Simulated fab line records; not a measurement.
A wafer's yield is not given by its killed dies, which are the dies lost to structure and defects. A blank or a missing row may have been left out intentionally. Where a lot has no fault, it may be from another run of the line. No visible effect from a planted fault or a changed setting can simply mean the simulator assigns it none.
fab line records	flow sky130	part 1 of 2: steps 1 to 25 of 26
record: lots: 7	wafers: 21	last-day: 50
route steps=708 shown METAL4@627 VIA4@639 PAD_OPEN@708
lots with no fault: from the same line, run without faults
start-h: hours from the record's opening day to when the first of the lot's shown wafers began	wait-h: how many hours have passed since the lot's step before this one	" as in the row above	L1.1+2: a single row standing in for several wafers	- no value present, or no start provided	* or withheld: withheld	< > ~ a bound
route shown NAME@n: a module of which the file shows steps, and the number in the route of the first	usual: mean/standard deviation taken from wafers without a fault	same: alike in all rows	chamber/n: place in a boat	sites: each site's reading	_std_site: the standard deviation of these	_edge_site: the outer-site mean with the inner-site mean subtracted	radius-mm: how far each site lies from the wafer's centre	mask NAME#n: copy n	behind: the most recent tool/chamber to have shaped the wafer	hold: why the lot was held/for how many hours/how that ended	device: the n, p or np transistor that did not switch	end of line: at the end of the route, the tests of the same wafers	step lacking rows: just its recipe	killed: at the first sort, the dies lost to defects and structure; wafer yield is something else	map: shows each die of a wafer: x if killed, . if not, _ if none is there
set.NAME: the setting the step ran with; set.NAME@STEP: the setting that earlier step ran with	model.NAME: the simulator's own value behind a step, which no gauge read
a table for each step, a row for each wafer; lots at some steps of the route
services: from which hour (start-h, from the record's first day; less than 0 if before it) a tool's chamber was out of use, for how many hours, and why
== steps ==
step: SKY_METAL4_PEB_11
recipe: peb-temp-c: withheld	peb-time-s: withheld	resist: KrF-thick
step: SKY_METAL4_DEVELOP_12
recipe: develop-time-s: 60	resist: KrF-thick	dev-temp-c: 21
step: SKY_METAL4_CD_MEAS_13
recipe: target-cd-nm: 300
usual: cd-nm: 300.1/1.5
lot.wafer	tool	chamber	start-h	wait-h	cd-nm
L669.1	cd-sem-02	-	1069.86	-	298.9
L669.2	"	-	"	"	298.2
L669.4	"	-	"	"	297.9
L667.2	cd-sem-02	-	1071.44	-	298.5
L667.4	"	-	"	"	299.0
L667.6	"	-	"	"	298.2
L671.1	cd-sem-01	-	1071.76	-	302.5
L671.3	"	-	"	"	302.9
L671.4	"	-	"	"	302.8
L673.3	cd-sem-01	-	1073.61	-	300.2
L673.5	"	-	"	"	301.1
L673.6	"	-	"	"	299.3
L676.1	cd-sem-02	-	1085.11	-	300.4
L676.3	"	-	"	"	300.6
L676.6	"	-	"	"	299.5
L677.4	cd-sem-01	-	1097.33	-	299.0
L677.5	"	-	"	"	299.6
L677.6	"	-	"	"	299.5
L680.2	cd-sem-02	-	1131.98	-	300.2
L680.4	"	-	"	"	299.8
L680.6	"	-	"	"	301.0
step: SKY_METAL4_OVL_MEAS_14
usual: METAL4_OVL: -1/4.8
lot.wafer	tool	chamber	start-h	wait-h	METAL4_OVL[nm]
L669.1	overlay-01	-	1069.98	0.1	3
L669.2	"	-	"	"	3
L669.4	"	-	"	"	-6
L667.2	overlay-01	-	1071.54	0.1	-7
L667.4	"	-	"	"	2
L667.6	"	-	"	"	-2
L671.1	overlay-02	-	1071.88	0.1	10
L671.3	"	-	"	"	7
L671.4	"	-	"	"	3
L673.3	overlay-02	-	1073.70	0.1	10
L673.5	"	-	"	"	8
L673.6	"	-	"	"	5
L676.1	overlay-02	-	1085.23	0.1	-5
L676.3	"	-	"	"	-4
L676.6	"	-	"	"	1
L677.4	overlay-02	-	1097.41	0.1	-3
L677.5	"	-	"	"	-6
L677.6	"	-	"	"	-3
L680.2	overlay-02	-	1132.09	0.1	-4
L680.4	"	-	"	"	-1
L680.6	"	-	"	"	-2
step: SKY_METAL4_DESCUM_15
recipe: chemistry: O2	source-power-w: 150	bias-power-w: 0	pressure-mtorr: 10	temp-c: 40	time-s: 8
usual: drypump-motor-current-A: 6.0/0.71	oes-product-au: 0.997/0.012
lot.wafer	tool	chamber	start-h	wait-h	drypump-motor-current-A	oes-product-au	rf-hours-counter-h
L669.1	rie-metal-02	1	1070.02	0.0	6.5	1.007	2
L669.2	"	1	"	"	6.5	0.993	-
L669.4	"	1	"	"	6.5	1.011	-
L667.2	rie-metal-01	0	1071.57	0.0	6.8	1.005	15
L667.4	"	1	"	"	4.8	0.995	-
L667.6	"	0	"	"	6.8	0.997	-
L671.1	rie-metal-02	1	1071.92	0.0	6.5	0.984	3
L671.3	"	1	"	"	6.5	0.994	-
L671.4	"	1	"	"	6.5	0.996	-
L673.3	rie-metal-02	1	1073.75	0.0	6.5	0.999	-
L673.5	"	1	"	"	6.5	0.987	-
L673.6	"	1	"	"	6.5	1.008	-
L676.1	rie-metal-03	0	1085.27	0.0	6.0	1.006	7
L676.3	"	1	"	"	6.0	1.012	-
L676.6	"	0	"	"	6.0	1.003	-
L677.4	rie-metal-03	0	1097.43	0.0	6.0	1.011	-
L677.5	"	1	"	"	6.0	1.013	-
L677.6	"	0	"	"	6.0	1.009	-
L680.2	rie-metal-03	1	1132.12	0.0	6.0	0.982	21
L680.4	"	0	"	"	6.0	1.015	-
L680.6	"	1	"	"	6.1	1.000	-
step: SKY_METAL4_ETCH_16
recipe: chemistry: N2/H2	target: BARC	ion-energy-ev: 200	bias-w: 100	pressure-mtorr: 30	n2-flow-sccm: 100	h2-flow-sccm: 200	icp-w: 500	stop-on: SiO2	time-s: 88.2	target-depth-a: 600
step: SKY_METAL4_ETCH_17
recipe: target: SiO2	stop-on: TiN	chemistry: C4F8/O2/Ar	source-w: 1500	bias-w: 1200	pressure-mtorr: 40	c4f8-flow-sccm: withheld	O2_flow_sccm: 6	Ar_flow_sccm: 300	time-s: 3.9	target-depth-a: 150
step: SKY_METAL4_METAL_ETCH_18
recipe: target-depth-a: 8450	stop-on: SiO2	over-etch-frac: 0.3	time-s: 183.1	chemistry: Cl2/BCl3	resist-sidewall-deg: 88	pressure-mtorr: 10	icp-w: 900	bias-w: 48.5	Cl2_flow_sccm: 60	bcl3-flow-sccm: 30
usual: drypump-motor-current-A: 6.0/0.54	mfc-cl2-sccm: 60.02/0.17	oes-product-au: 0.866/0.0068	throttle-valve-pct: 22.264/0.0089
lot.wafer	tool	chamber	start-h	wait-h	drypump-motor-current-A	mfc-cl2-sccm	oes-product-au	rf-hours-counter-h	throttle-valve-pct
L669.1	rie-metal-01	0	1070.30	0.0	6.8	59.80	0.866	15	22.253
L669.2	"	1	"	"	4.8	59.92	0.869	20	22.278
L669.4	"	1	"	"	4.8	60.03	0.871	-	22.276
L667.2	rie-metal-03	1	1071.72	0.0	6.0	59.96	0.864	16	22.241
L667.4	"	0	"	"	6.0	60.33	0.857	-	22.274
L667.6	"	1	"	"	6.0	59.92	0.858	-	22.274
L671.1	rie-metal-01	0	1072.20	0.0	6.8	60.22	0.854	15	22.257
L671.3	"	0	"	"	6.8	60.46	0.866	-	22.275
L671.4	"	1	"	"	4.7	60.07	0.863	-	22.257
L673.3	rie-metal-03	0	1074.06	0.1	6.0	60.00	0.866	-	22.246
L673.5	"	0	"	"	6.0	59.69	0.857	-	22.263
L673.6	"	1	"	"	6.0	59.97	0.869	-	22.269
L676.1	rie-metal-03	0	1085.42	0.0	6.0	60.08	0.852	7	22.265
L676.3	"	0	"	"	6.0	60.08	0.873	-	22.262
L676.6	"	1	"	"	6.1	60.02	0.864	-	22.267
L677.4	rie-metal-02	0	1097.63	0.1	5.5	60.26	0.874	-	22.287
L677.5	"	1	"	"	6.5	60.00	0.855	-	22.263
L677.6	"	0	"	"	5.5	60.09	0.862	-	22.274
L680.2	rie-metal-02	0	1132.27	0.0	5.5	60.09	0.866	4	22.273
L680.4	"	0	"	"	5.5	60.17	0.872	-	22.258
L680.6	"	0	"	"	5.5	59.90	0.854	-	22.267
step: SKY_METAL4_STRIP_19
recipe: chemistry: O2/N2	power-w: 1400	pressure-mtorr: 1500	platen-temp-c: withheld	o2-flow-sccm: 3000	n2-flow-sccm: 300	overash-fraction: 0.5
usual: drypump-motor-current-A: 5.28/0.25	n2-flow-sccm: 299.9/0.93	oes-product-au: 0.503/0.0063	strip-time-to-endpoint-s: 6.56/0.11
lot.wafer	tool	chamber	start-h	wait-h	drypump-motor-current-A	n2-flow-sccm	oes-product-au	rf-hours-counter-h	strip-time-to-endpoint-s
L669.1	plasma-asher-02	0	1070.48	0.1	5.52	300.7	0.509	67	6.55
L669.2	"	1	"	"	4.94	299.4	0.504	67	6.60
L669.4	"	1	"	"	4.94	299.8	0.499	-	6.58
L667.2	plasma-asher-01	0	1071.90	0.1	5.47	300.5	0.495	93	6.45
L667.4	"	1	"	"	4.98	298.1	0.499	-	6.47
L667.6	"	0	"	"	5.49	299.5	0.501	-	6.53
L671.1	plasma-asher-03	0	1072.38	0.1	5.54	299.5	0.499	32	6.52
L671.3	"	1	"	"	5.25	299.1	0.501	-	6.58
L671.4	"	0	"	"	5.56	300.0	0.510	-	6.71
L673.3	plasma-asher-03	1	1074.21	0.1	5.27	299.2	0.506	-	6.59
L673.5	"	0	"	"	5.53	301.0	0.504	-	6.64
L673.6	"	1	"	"	5.27	298.9	0.497	-	6.50
L676.1	plasma-asher-01	0	1085.62	0.1	5.46	299.1	0.501	95	6.51
L676.3	"	0	"	"	5.50	299.4	0.507	-	6.53
L676.6	"	1	"	"	4.99	299.5	0.496	-	6.44
L677.4	plasma-asher-02	0	1097.78	0.1	5.52	300.2	0.506	-	6.60
L677.5	"	1	"	"	4.96	298.4	0.493	-	6.56
L677.6	"	0	"	"	5.51	300.3	0.500	-	6.56
L680.2	plasma-asher-02	1	1132.45	0.1	4.94	301.0	0.508	74	6.64
L680.4	"	1	"	"	4.94	301.0	0.507	-	6.64
L680.6	"	1	"	"	4.94	300.0	0.510	-	6.60
step: SKY_METAL4_STRIP_20
recipe: chemistry: post-etch-residue-remover	time-s: 1200	temp-c: 72.5
step: SKY_METAL4_CLEAN_21
recipe: chemistry: IPA	time-s: 180	temp-c: 25
step: SKY_METAL4_CLEAN_22
recipe: chemistry: O3/DIW	dry: n2-spin
step: SKY_VIA4_HDPCVD_00
recipe: material: SiO2	target-thk-nm: 1750	sigma-open-frac: 0.3	time-s: 291.7	temp-c: 400	sih4-flow-sccm: 60	pressure-mtorr: 6
usual: pressure-mtorr: 6.000/0.012	run-length-s: 319.6/0.55
lot.wafer	tool	chamber	start-h	wait-h	pressure-mtorr	run-length-s
L669.1	hdpcvd-01	1	1071.11	0.0	-	-
L669.2	"	2	"	"	-	-
L669.4	"	1	"	"	-	-
L667.2	hdpcvd-01	1	1072.50	0.0	-	-
L667.4	"	1	"	"	-	-
L667.6	"	0	"	"	-	-
L671.1	hdpcvd-02	2	1072.97	0.0	-	-
L671.3	"	1	"	"	-	-
L671.4	"	2	"	"	-	-
L673.3	hdpcvd-02	2	1074.77	0.0	6.010	319.3
L673.5	"	1	"	"	5.992	320.3
L673.6	"	0	"	"	5.988	318.7
L676.1	hdpcvd-02	2	1086.27	0.1	6.020	319.5
L676.3	"	1	"	"	6.002	319.9
L676.6	"	2	"	"	6.007	319.4
L677.4	hdpcvd-01	2	1098.47	0.1	6.003	319.9
L677.5	"	0	"	"	6.015	318.6
L677.6	"	1	"	"	6.016	320.2
L680.2	hdpcvd-02	2	1133.64	0.0	6.004	319.4
L680.4	"	1	"	"	6.007	320.9
L680.6	"	0	"	"	6.006	318.8
step: SKY_VIA4_CMP_02
recipe: material: SiO2	down-force-psi: 4	platen-rpm: 60	pad-velocity-m-s: 0.94248
usual: motor-current-A: 11.5/0.73	retaining-ring-pressure-frac: 1.001/0.0052
lot.wafer	tool	chamber	start-h	wait-h	motor-current-A	retaining-ring-pressure-frac
L669.1	cmp-01	0	1071.35	0.1	11.4	1.002
L669.4	"	1	"	"	12.8	1.002
L669.2	"	3	"	"	11.3	0.999
L667.4	cmp-01	2	1072.76	0.0	11.5	0.996
L667.2	"	0	"	"	11.7	0.998
L667.6	"	3	"	"	12.1	0.991
L671.3	cmp-02	2	1073.21	0.0	9.9	1.001
L671.4	"	0	"	"	12.1	1.000
L671.1	"	1	"	"	11.3	1.002
L673.3	cmp-02	3	1075.06	0.1	11.4	1.002
L673.5	"	2	"	"	10.7	1.006
L673.6	"	3	"	"	11.4	1.006
L676.1	cmp-02	3	1086.98	0.5	11.5	1.004
L676.3	"	1	"	"	11.4	1.010
L676.6	"	2	"	"	10.9	1.003
L677.4	cmp-02	1	1099.28	0.7	11.0	0.997
L677.5	"	1	"	"	12.0	1.006
L677.6	"	2	"	"	10.4	1.005
L680.2	cmp-01	1	1133.97	0.1	13.4	1.004
L680.4	"	2	"	"	10.9	1.009
L680.6	"	0	"	"	11.4	1.003
step: SKY_VIA4_BOW_MEAS_03
recipe: mode: bow
usual: VIA4_BOW: 79/7.9
lot.wafer	tool	chamber	start-h	wait-h	VIA4_BOW[um]
L669.1	film-metro-02	-	1071.65	0.2	98
L669.2	"	-	"	"	92
L669.4	"	-	"	"	96
L667.2	film-metro-01	-	1073.08	0.2	90
L667.4	"	-	"	"	101
L667.6	"	-	"	"	88
L671.1	film-metro-02	-	1073.51	0.1	90
L671.3	"	-	"	"	83
L671.4	"	-	"	"	95
L673.3	film-metro-03	-	1075.35	0.2	78
L673.5	"	-	"	"	79
L673.6	"	-	"	"	82
L676.1	film-metro-02	-	1087.23	0.2	74
L676.3	"	-	"	"	77
L676.6	"	-	"	"	74
L677.4	film-metro-01	-	1099.66	0.3	77
L677.5	"	-	"	"	74
L677.6	"	-	"	"	69
L680.2	film-metro-03	-	1134.19	0.2	71
L680.4	"	-	"	"	85
L680.6	"	-	"	"	71
step: SKY_VIA4_DEHYDRATE_04
recipe: temp-c: 200	time-s: 60
step: SKY_VIA4_HMDS_05
recipe: prime-time-s: 60	prime-temp-c: 120
step: SKY_VIA4_COAT_06
recipe: resist: NOVOLAK	spin-rpm: 3000	resist-thk-nm: 1140
step: SKY_VIA4_SOFTBAKE_07
recipe: temp-c: 90.35	time-s: 60	resist: NOVOLAK
step: SKY_VIA4_EXPOSE_08
recipe: mask-id: VIM4	na: 0.6	source-shape: conventional	sigma-outer: 0.6	polarization: unpolarized	target-cd-nm: 800	dose-mj: 132
step: SKY_VIA4_PEB_09
recipe: temp-c: withheld	time-s: *	resist: NOVOLAK
step: SKY_VIA4_DEVELOP_10
recipe: resist: NOVOLAK	developer: TMAH	develop-time-s: 60	dev-temp-c: 23
step: SKY_VIA4_OVL_MEAS_11
usual: VIA4_OVL: -0.4/1.6
lot.wafer	tool	chamber	start-h	wait-h	VIA4_OVL[nm]
L669.1	overlay-01	-	1093.31	0.1	0.3
L669.2	"	-	"	"	1.2
L669.4	"	-	"	"	1.1
L667.2	overlay-01	-	1093.70	0.1	2.6
L667.4	"	-	"	"	0.5
L667.6	"	-	"	"	0.0
L671.1	overlay-02	-	1094.34	0.1	-0.2
L671.3	"	-	"	"	0.0
L671.4	"	-	"	"	1.4
L673.3	overlay-02	-	1095.45	0.1	-0.1
L673.5	"	-	"	"	-1.2
L673.6	"	-	"	"	-1.0
L676.1	overlay-02	-	1107.06	0.1	-0.6
L676.3	"	-	"	"	-0.6
L676.6	"	-	"	"	-0.4
L677.4	overlay-02	-	1118.46	0.1	0.9
L677.5	"	-	"	"	0.1
L677.6	"	-	"	"	-0.4
L680.2	overlay-01	-	1152.61	0.1	0.0
L680.4	"	-	"	"	-0.7
L680.6	"	-	"	"	1.0
step: SKY_VIA4_ETCH_12
recipe: target: SiO2	chemistry: C4F8/O2/Ar	stop-on: TiN	mask-material: NOVOLAK	source-w: 1500	bias-w: 1200	pressure-mtorr: 40	c4f8-flow-sccm: withheld	O2_flow_sccm: 6	Ar_flow_sccm: 300	time-s: withheld	target-depth-a: 5800
usual: oes-product-au: 0.925/0.0045
lot.wafer	tool	chamber	start-h	wait-h	oes-product-au	model.etch.depth-nm
L669.1	rie-diel-03	3	1093.34	0.0	0.373	0
L669.2	"	2	"	"	0.371	0
L669.4	"	0	"	"	0.370	0
L667.2	rie-diel-04	3	1093.73	0.0	0.368	0
L667.4	"	1	"	"	0.380	0
L667.6	"	0	"	"	0.379	0
L671.1	rie-diel-01	0	1094.38	0.0	0.377	0
L671.3	"	3	"	"	0.372	0
L671.4	"	2	"	"	0.371	0
L673.3	rie-diel-03	2	1095.48	0.0	0.927	579.3
L673.5	"	3	"	"	0.927	579.4
L673.6	"	0	"	"	0.924	580
L676.1	rie-diel-03	3	1107.09	0.0	0.927	579.4
L676.3	"	2	"	"	0.929	578.4
L676.6	"	0	"	"	0.923	579.2
L677.4	rie-diel-03	3	1118.48	0.0	0.925	579.3
L677.5	"	2	"	"	0.927	578.8
L677.6	"	3	"	"	0.921	580.4
L680.2	rie-diel-01	0	1152.64	0.0	0.925	581.7
L680.4	"	3	"	"	0.926	579.4
L680.6	"	0	"	"	0.924	580.9
step: SKY_VIA4_STRIP_13
recipe: chemistry: O2/N2	power-w: 1400	pressure-mtorr: 1500	platen-temp-c: withheld	o2-flow-sccm: 3000	n2-flow-sccm: 300	overash-fraction: 0.5
usual: drypump-motor-current-A: 5.4/0.43	n2-flow-sccm: 299.8/0.8	oes-product-au: 0.710/0.004	strip-time-to-endpoint-s: 12.79/0.036
lot.wafer	tool	chamber	start-h	wait-h	drypump-motor-current-A	n2-flow-sccm	oes-product-au	rf-hours-counter-h	strip-time-to-endpoint-s
L669.1	plasma-asher-01	0	1093.41	-	5.5	300.2	0.703	96	12.79
L669.2	"	1	"	"	5.0	299.1	0.715	96	12.85
L669.4	"	0	"	"	5.5	301.3	0.707	-	12.81
L667.2	plasma-asher-04	0	1093.80	-	5.8	300.1	0.710	3	12.79
L667.4	"	0	"	"	5.9	300.3	0.714	-	12.75
L667.6	"	1	"	"	6.2	299.6	0.710	-	12.77
L671.1	plasma-asher-02	1	1094.45	-	4.9	299.3	0.707	70	12.76
L671.3	"	1	"	"	4.9	300.8	0.707	-	12.82
L671.4	"	0	"	"	5.5	299.7	0.708	-	12.71
L673.3	plasma-asher-02	1	1095.58	-	4.9	301.5	0.707	-	12.80
L673.5	"	0	"	"	5.5	300.6	0.705	-	12.79
L673.6	"	1	"	"	4.9	298.8	0.706	-	12.80
L676.1	plasma-asher-01	1	1107.16	-	5.0	298.9	0.718	97	12.69
L676.3	"	1	"	"	5.0	299.2	0.708	-	12.79
L676.6	"	0	"	"	5.5	299.3	0.707	-	12.73
L677.4	plasma-asher-01	1	1118.58	-	5.0	300.0	0.708	-	12.80
L677.5	"	0	"	"	5.5	298.5	0.711	-	12.83
L677.6	"	1	"	"	5.0	301.2	0.713	-	12.81
L680.2	plasma-asher-02	0	1152.72	-	5.5	300.8	0.711	76	12.80
L680.4	"	1	"	"	4.9	299.3	0.709	-	12.82
L680.6	"	0	"	"	5.5	300.5	0.703	-	12.81
== key ==
first-sign: step: SKY_VIA4_HDPCVD_00	reading: tool-record	direction: missing
effect: step: SKY_VIA4_BOW_MEAS_03	reading: VIA4_BOW	direction: up	sigmas: 1.7	usual: 79	struck: 93	wafers-moved: 3
effect: step: SKY_VIA4_ETCH_12	reading: oes-product-au	direction: down	sigmas: 99+	usual: 0.925	struck: 0.373
effect: step: SKY_PAD_OPEN_PROBE_99	reading: killed_at_M4_up	direction: up	sigmas: 99+	usual: 3.5	struck: 474.6
model-effect: step: SKY_VIA4_ETCH_12	value: etch.depth-nm	without: 579.7	struck: 0
met-at SKY_VIA4_HDPCVD_00
struck-wafers L667.2,L667.4,L667.6,L669.1,L669.2,L669.4,L671.1,L671.3,L671.4
later-rows-left-out L667.2,L667.4,L667.6,L669.1,L669.2,L669.4,L671.1,L671.3,L671.4
fault: kind: skipped-step-whole	tool: hdpcvd-01,hdpcvd-02	chamber: -	onset-h: 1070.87	steps: SKY_VIA4_HDPCVD_00	scope: struck-lots-only
later-rows-left-out: the simulator's readings of these wafers behind a module that went badly wrong aren't trusted and aren't shown, but for the sort
